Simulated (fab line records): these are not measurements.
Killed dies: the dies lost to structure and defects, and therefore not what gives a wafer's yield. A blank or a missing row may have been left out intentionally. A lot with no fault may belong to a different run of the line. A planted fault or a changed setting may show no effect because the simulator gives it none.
Chamber matching	flow gf180mcu	4 sister chambers for GF_CONTACT_CMP_04 on cmp-02
The step polishes SiO2. 4 wafers are shown with their chamber, then 9 later ones without.

WAFERS, EACH WITH ITS CHAMBER
wafer	chamber	motor_current_A (A)
L294.1	0	11.3
L296.3	2	10.5
L297.2	1	12.4
L297.5	3	11.1

WAFERS WHOSE CHAMBER IS MISSING
wafer	motor_current_A (A)
L300.2	10.7
L300.3	12.7
L300.6	12.5
L299.4	12.5
L299.5	10.2
L299.6	11.0
L301.1	13.1
L301.2	10.3
L301.3	11.8

THE CHAMBER EACH PASSED THROUGH
wafer	from the rows above	in truth
L300.2	can't be placed: 2 or 3 or 0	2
L300.3	1	1
L300.6	1	1
L299.4	1	1
L299.5	can't be placed: 2 or 3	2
L299.6	can't be placed: 3 or 0 or 2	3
L301.1	1	1
L301.2	can't be placed: 2 or 3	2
L301.3	can't be placed: 0 or 1 or 3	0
Correct placement for 4 of the 9. Unplaceable from these rows: 5, with the true chamber sitting among the candidates in 5. Placed wrongly: 0.
How it was worked out, from the rows above alone: a wafer's distance from a chamber is the root of the sum, over the readings, of the square of ((its reading less the chamber's mean) divided by the reading's scatter). If the next closest chamber is less than 2 further off than the closest, the wafer can't be placed; otherwise it belongs to the closest. Each chamber's mean is taken over the wafers shown for it. The scatter: root of mean squared gap, hidden wafer to nearest shown wafer, with one shown wafer a chamber.
